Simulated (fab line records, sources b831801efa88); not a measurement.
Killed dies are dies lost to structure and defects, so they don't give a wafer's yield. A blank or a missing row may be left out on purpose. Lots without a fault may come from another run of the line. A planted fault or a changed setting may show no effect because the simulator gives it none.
fab line records | flow sfq_line
record lots=14 wafers=42 last_day=81
route steps=325 shown JJ@196 R5@226 I5@228 C5@248
lots that met no fault: from a run of the same line without faults
start_h: hours from the record's first day to the start of the lot's first wafer shown | wait_h: hours since the lot's step before | " the same as in the row above | L1.1+2: a row that stands for several wafers | - no value, or no start given | * or withheld: withheld | < > ~ a bound
route shown NAME@n: a module of which the file shows steps, and the number in the route of the first | usual: mean/standard deviation of fault-free wafers | same: alike in all rows | chamber/n: place in a boat | sites: the reading at each site | _std_site: their standard deviation | _edge_site: outer sites' mean less inner sites' | radius_mm: how far each site lies from the wafer's centre | mask NAME#n: copy n | behind: the tool/chamber that last shaped the wafer | hold: why the lot was held/for how many hours/how that ended | device: the transistor (n, p or np) that didn't switch | end of line: the same wafers' tests at the end of the route | a step without rows: its recipe alone | killed: dies lost to structure and defects at the first sort, not the wafer's yield | map: a wafer's dies, x killed, . not, _ none there
set.NAME: the setting as run; set.NAME@STEP: as run at that earlier step | model.NAME: the simulator's own value behind a step, which no gauge read
steps of the route over a sample of lots; a table a step, a row a wafer
services: from which hour (start_h, from the record's first day; less than 0 if before it) a tool's chamber was out of use, for how many hours, and why
## steps
# step SFQ_TRILAYER_JJ_CE_STRIP_STRIP_120
# recipe gas=O2 power_w=200 platen_temp_c=40 overash_fraction=0.65 chemistry=O2 pressure_mtorr=50
# usual drypump_motor_current_A=6.13/0.27 oes_product_au=0.998/0.01
# columns lot.wafer tool chamber start_h wait_h drypump_motor_current_A oes_product_au rf_hours_counter_h
L921.3 rie_metal-02 1 1172.86 0.2 6.21 0.989 -
L921.4 " 0 " " 6.36 0.989 -
L921.5 " 0 " " 6.35 0.979 -
L922.3 rie_metal-02 0 1182.46 0.2 6.40 0.981 -
L922.4 " 1 " " 6.23 0.986 -
L922.6 " 0 " " 6.40 0.990 -
L928.2 rie_metal-03 1 1308.00 0.0 6.33 1.003 10
L928.3 " 1 " " 6.32 1.006 -
L928.4 " 0 " " 5.73 1.007 -
L929.1 rie_metal-02 0 1311.27 0.0 6.40 1.009 80
L929.3 " 0 " " 6.39 1.002 -
L929.5 " 0 " " 6.38 0.999 -
L930.1 rie_metal-02 0 1316.07 0.0 6.41 0.998 81
L930.2 " 1 " " 6.21 0.998 8
L930.5 " 1 " " 6.23 1.000 -
L933.2 rie_metal-01 1 1358.47 0.0 5.84 0.999 33
L933.5 " 0 " " 5.71 1.004 -
L933.6 " 1 " " 5.81 1.008 -
L934.1 rie_metal-02 1 1362.51 0.0 6.19 0.995 14
L934.4 " 1 " " 6.23 0.992 -
L934.6 " 0 " " 6.35 0.989 -
L936.4 rie_metal-02 0 1452.55 0.2 6.40 0.987 -
L936.5 " 1 " " 6.22 0.986 -
L936.6 " 0 " " 6.40 0.989 -
L937.1 rie_metal-03 1 1473.79 0.0 6.33 1.000 32
L937.4 " 1 " " 6.31 1.006 -
L937.5 " 1 " " 6.33 1.017 -
L938.1 rie_metal-03 1 1477.39 0.0 6.32 1.004 33
L938.2 " 0 " " 5.71 1.003 46
L938.4 " 1 " " 6.33 1.006 -
L939.2 rie_metal-01 1 1490.76 0.0 5.78 1.006 49
L939.3 " 0 " " 5.70 1.012 -
L939.5 " 0 " " 5.69 1.009 -
L940.2 rie_metal-02 1 1491.92 0.0 6.22 0.991 31
L940.3 " 0 " " 6.37 1.005 -
L940.5 " 0 " " 6.39 1.003 -
L941.3 rie_metal-01 0 1539.34 0.2 5.69 0.994 -
L941.4 " 1 " " 5.80 0.996 -
L941.5 " 0 " " 5.69 0.997 -
L942.3 rie_metal-03 1 1548.39 0.2 6.32 1.014 -
L942.5 " 1 " " 6.31 1.003 -
L942.6 " 0 " " 5.72 1.020 -
# step SFQ_TRILAYER_R5_STRIP_STRIP_140
# recipe gas=O2 power_w=200 platen_temp_c=40 overash_fraction=0.65 chemistry=O2 pressure_mtorr=50
# usual drypump_motor_current_A=5.9/0.4 oes_product_au=1.000/0.0083
# columns lot.wafer tool chamber start_h wait_h drypump_motor_current_A oes_product_au rf_hours_counter_h
L921.3 rie_metal-04 0 1204.96 0.2 5.3 1.011 -
L921.4 " 1 " " 5.8 1.004 -
L921.5 " 1 " " 5.8 1.004 -
L922.3 rie_metal-03 1 1212.89 0.2 6.3 0.992 -
L922.4 " 0 " " 5.7 1.000 -
L922.6 " 0 " " 5.7 1.011 -
L928.2 rie_metal-02 1 1339.46 0.0 6.3 0.989 10
L928.3 " 1 " " 6.2 0.989 -
L928.4 " 0 " " 6.4 0.991 -
L929.1 rie_metal-03 0 1347.86 0.0 5.7 1.004 30
L929.3 " 1 " " 6.3 1.002 -
L929.5 " 0 " " 5.7 0.999 -
L930.1 rie_metal-03 0 1350.26 0.0 5.7 1.014 30
L930.2 " 1 " " 6.3 0.999 17
L930.5 " 0 " " 5.7 0.996 -
L933.2 rie_metal-04 1 1473.17 0.0 5.8 1.007 53
L933.5 " 0 " " 5.2 0.998 -
L933.6 " 1 " " 5.8 1.004 -
L934.1 rie_metal-04 1 1474.37 0.0 5.8 1.010 54
L934.4 " 1 " " 5.8 0.998 -
L934.6 " 0 " " 5.3 0.991 -
L936.4 rie_metal-02 1 1483.10 0.2 6.2 0.987 -
L936.5 " 0 " " 6.4 0.995 -
L936.6 " 1 " " 6.3 0.989 -
L937.1 rie_metal-03 1 1607.88 0.0 6.3 1.000 50
L937.4 " 0 " " 5.8 1.003 -
L937.5 " 1 " " 6.3 0.997 -
L938.1 rie_metal-02 0 1609.08 0.0 6.4 0.999 120
L938.2 " 1 " " 6.2 0.984 44
L938.4 " 1 " " 6.2 0.983 -
L939.2 rie_metal-02 1 1611.48 0.0 6.2 0.993 44
L939.3 " 0 " " 6.4 0.994 -
L939.5 " 1 " " 6.2 0.991 -
L940.2 rie_metal-04 0 1614.62 0.0 5.3 0.993 11
L940.3 " 0 " " 5.2 1.006 -
L940.5 " 1 " " 5.8 0.999 -
L941.3 rie_metal-03 0 1657.57 0.2 5.8 0.996 -
L941.4 " 1 " " 6.3 0.999 -
L941.5 " 0 " " 5.8 1.018 -
L942.3 rie_metal-04 1 1658.77 0.2 5.9 1.014 -
L942.5 " 0 " " 5.3 1.002 -
L942.6 " 1 " " 5.8 1.005 -
# step SFQ_TRILAYER_A5C_DEP_PECVD_142
# recipe material=SiO2 temp_c=150 time_s=15.556 pressure_torr=2.4 rf_w=183.3 precursor=SiH4/N2O target_thk_nm=70
# usual heater_power_w=85/8.1 throttle_valve_pct=24.7/1.8
# columns lot.wafer tool chamber start_h wait_h heater_power_w throttle_valve_pct
L921.3 pecvd-03 0 1205.53 0.0 67 23.8
L921.4 " 1 " " 87 22.9
L921.5 " 0 " " 68 23.7
L922.3 pecvd-01 2 1213.46 0.0 87 25.2
L922.4 " 2 " " 88 25.0
L922.6 " 0 " " 90 27.0
L928.2 pecvd-03 1 1340.26 0.0 87 23.0
L928.3 " 2 " " 88 22.8
L928.4 " 2 " " 89 22.9
L928.2 pecvd-03 1 1340.45 0.2 89 23.1
L928.3 " 2 " " 90 22.9
L928.4 " 2 " " 91 22.9
L929.1 pecvd-03 2 1348.64 0.0 90 23.0
L929.3 " 0 " " 76 23.8
L929.5 " 0 " " 73 24.0
L929.1 pecvd-03 2 1348.83 0.2 88 22.9
L929.3 " 0 " " 74 23.9
L929.5 " 0 " " 72 23.7
L930.1 pecvd-01 0 1351.04 0.0 88 28.0
L930.2 " 2 " " 85 25.5
L930.5 " 0 " " 88 27.9
L933.2 pecvd-03 0 1473.95 0.0 81 24.0
L933.5 " 1 " " 81 23.0
L933.6 " 2 " " 101 23.0
L934.1 pecvd-04 2 1475.15 0.0 73 23.5
L934.4 " 2 " " 71 23.6
L934.6 " 0 " " 87 23.0
L936.4 pecvd-03 0 1483.70 0.0 76 24.5
L936.5 " 2 " " 89 23.5
L936.6 " 1 " " 89 23.3
L937.1 pecvd-01 1 1608.65 0.0 78 26.4
L937.4 " 0 " " 92 28.9
L937.5 " 1 " " 80 26.4
L938.1 pecvd-03 0 1609.87 0.0 72 24.6
L938.2 " 1 " " 86 23.5
L938.4 " 2 " " 89 23.4
L939.2 pecvd-04 0 1612.27 0.0 75 23.0
L939.3 " 2 " " 69 23.5
L939.5 " 1 " " 93 24.3
L940.2 pecvd-01 2 1615.41 0.0 81 25.9
L940.3 " 0 " " 87 29.1
L940.5 " 1 " " 91 26.5
L941.3 pecvd-01 0 1658.14 0.0 91 29.3
L941.4 " 0 " " 88 29.1
L941.5 " 1 " " 82 26.4
L942.3 pecvd-04 1 1659.34 0.0 95 24.8
L942.5 " 2 " " 73 23.9
L942.6 " 0 " " 89 22.9
# step SFQ_TRILAYER_I5_ETCH_VIA_ETCH_147
# recipe stop_on=Nb mask_material=PR chemistry=CHF3 target_depth_nm=360 source_w=500 bias_w=80 pressure_mtorr=30 time_s=withheld
# usual drypump_motor_current_A=5.6/0.54 oes_product_au=0.989/0.0064
# columns lot.wafer tool chamber start_h wait_h drypump_motor_current_A oes_product_au
L921.3 rie_diel-01 2 1310.81 0.0 5.5 0.990
L921.4 " 1 " " 5.9 0.999
L921.5 " 1 " " 6.0 0.990
L922.3 rie_diel-01 1 1318.01 0.0 5.9 0.983
L922.4 " 3 " " 4.8 0.985
L922.6 " 0 " " 4.8 0.978
L928.2 rie_diel-01 0 1374.51 0.0 4.8 0.981
L928.3 " 1 " " 6.0 0.985
L928.4 " 3 " " 4.8 0.993
L929.1 rie_diel-04 2 1375.71 0.0 5.5 0.986
L929.3 " 0 " " 6.2 0.990
L929.5 " 2 " " 5.5 0.985
L930.1 rie_diel-02 1 1376.91 0.0 6.4 0.991
L930.2 " 0 " " 5.9 1.001
L930.5 " 0 " " 5.9 1.000
L933.2 rie_diel-01 0 1480.42 0.0 4.8 0.983
L933.5 " 0 " " 4.8 0.986
L933.6 " 3 " " 4.8 0.989
L934.1 rie_diel-02 2 1481.62 0.0 5.4 0.982
L934.4 " 0 " " 5.9 0.987
L934.6 " 1 " " 6.4 0.985
L936.4 rie_diel-01 2 1488.41 0.0 5.5 0.998
L936.5 " 3 " " 4.8 0.989
L936.6 " 2 " " 5.5 0.983
L937.1 rie_diel-02 2 1611.00 0.0 5.5 0.985
L937.4 " 1 " " 6.4 0.989
L937.5 " 0 " " 5.9 0.989
L938.1 rie_diel-04 3 1613.34 0.0 6.4 0.980
L938.2 " 2 " " 5.5 0.994
L938.4 " 1 " " 5.3 0.982
L939.2 rie_diel-02 1 1703.46 0.0 6.4 0.981
L939.3 " 2 " " 5.5 0.988
L939.5 " 3 " " 5.4 0.982
L940.2 rie_diel-04 0 1707.06 0.0 6.2 0.985
L940.3 " 1 " " 5.2 0.991
L940.5 " 0 " " 6.2 0.994
L941.3 rie_diel-02 1 1748.21 0.0 6.4 0.991
L941.4 " 0 " " 5.9 1.002
L941.5 " 1 " " 6.4 0.984
L942.3 rie_diel-04 3 1750.61 0.0 6.4 0.992
L942.5 " 3 " " 6.4 0.981
L942.6 " 1 " " 5.3 0.979
# step SFQ_TRILAYER_C5_ETCH_VIA_ETCH_154
# recipe target=SiO2 mask_material=PR chemistry=CHF3 target_depth_nm=84 source_w=500 bias_w=80 pressure_mtorr=30 time_s=withheld stop_on=Nb
# usual drypump_motor_current_A=5.8/0.44 oes_product_au=0.890/0.0078
# columns lot.wafer tool chamber start_h wait_h drypump_motor_current_A oes_product_au
L921.3 rie_diel-03 1 1315.41 0.0 6.4 0.875
L921.4 " 1 " " 6.4 0.899
L921.5 " 2 " " 5.7 0.889
L922.3 rie_diel-04 1 1341.79 0.0 5.3 0.889
L922.4 " 0 " " 6.1 0.879
L922.6 " 3 " " 6.4 0.902
L928.2 rie_diel-03 3 1477.93 0.0 6.2 0.990
L928.3 " 0 " " 5.2 0.976
L928.4 " 0 " " 5.3 0.975
L929.1 rie_diel-02 1 1479.13 0.0 6.4 0.991
L929.3 " 0 " " 5.9 1.000
L929.5 " 1 " " 6.4 0.995
L930.1 rie_diel-03 2 1481.53 0.0 5.7 0.886
L930.2 " 3 " " 6.2 0.875
L930.5 " 3 " " 6.2 0.893
L933.2 rie_diel-04 0 1588.49 0.0 6.2 0.896
L933.5 " 2 " " 5.5 0.890
L933.6 " 1 " " 5.3 0.889
L934.1 rie_diel-03 3 1591.00 0.0 6.2 0.887
L934.4 " 0 " " 5.3 0.894
L934.6 " 2 " " 5.7 0.883
L936.4 rie_diel-04 2 1594.34 0.0 5.5 0.880
L936.5 " 3 " " 6.4 0.888
L936.6 " 0 " " 6.2 0.896
L937.1 rie_diel-03 2 1615.74 0.0 5.7 0.893
L937.4 " 3 " " 6.2 0.895
L937.5 " 1 " " 6.4 0.892
L938.1 rie_diel-03 0 1624.20 0.0 5.3 0.891
L938.2 " 1 " " 6.3 0.893
L938.4 " 3 " " 6.2 0.899
L939.2 rie_diel-03 2 1707.44 0.0 5.7 0.895
L939.3 " 0 " " 5.3 0.895
L939.5 " 0 " " 5.3 0.883
L940.2 rie_diel-02 1 1712.09 0.0 6.4 0.876
L940.3 " 0 " " 5.9 0.884
L940.5 " 3 " " 5.4 0.896
L941.3 rie_diel-03 3 1751.80 0.0 6.2 0.882
L941.4 " 2 " " 5.7 0.894
L941.5 " 1 " " 6.4 0.891
L942.3 rie_diel-03 3 1754.38 0.0 6.2 0.881
L942.5 " 0 " " 5.3 0.893
L942.6 " 1 " " 6.4 0.900
## services
# columns tool chamber start_h hours kind
pecvd-03 - 1169.70 2.8 pm
rie_metal-02 - 1191.53 2.8 pm
rie_metal-02 - 1209.95 1.0 repair
rie_diel-03 2 1283.22 6.9 repair
rie_diel-03 0 1297.91 7.6 repair
rie_diel-03 1 1326.58 6.2 repair
rie_diel-03 3 1338.26 2.2 repair
rie_diel-03 - 1346.36 28.1 pm
rie_metal-03 - 1402.07 0.6 repair
rie_diel-03 - 1402.82 0.3 repair
rie_metal-03 - 1432.40 2.8 pm
rie_diel-03 0 1485.63 17.8 repair
rie_diel-03 - 1496.02 0.4 repair
rie_diel-03 0 1511.07 6.8 repair
rie_metal-03 - 1540.31 0.3 repair
rie_metal-02 1 1574.40 13.5 repair
rie_diel-03 0 1608.97 4.4 repair
rie_metal-02 - 1646.52 0.2 repair
rie_diel-03 0 1648.25 1.5 repair
rie_metal-02 - 1682.48 1.4 pm
rie_diel-03 3 1713.87 6.8 repair
rie_metal-03 0 1721.10 15.2 repair
rie_metal-03 - 1730.47 0.7 repair
rie_diel-03 - 1736.97 2.8 pm
## key
first_sign step=SFQ_TRILAYER_A5C_DEP_PECVD_142 reading=visit direction=added
effect step=SFQ_TRILAYER_C5_ETCH_VIA_ETCH_154 reading=oes_product_au direction=up sigmas=13 usual=0.890 struck=0.988
met_at SFQ_TRILAYER_A5C_DEP_PECVD_142
struck_lots L928,L929
not_acting_at SFQ_TRILAYER_JJ_CE_STRIP_STRIP_120,SFQ_TRILAYER_R5_STRIP_STRIP_140,SFQ_TRILAYER_I5_ETCH_VIA_ETCH_147
fault kind=repeated_step_whole tool=pecvd-01,pecvd-03,pecvd-04 chamber=- onset_h=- steps=SFQ_TRILAYER_A5C_DEP_PECVD_142 times=1 scope=struck_lots_only
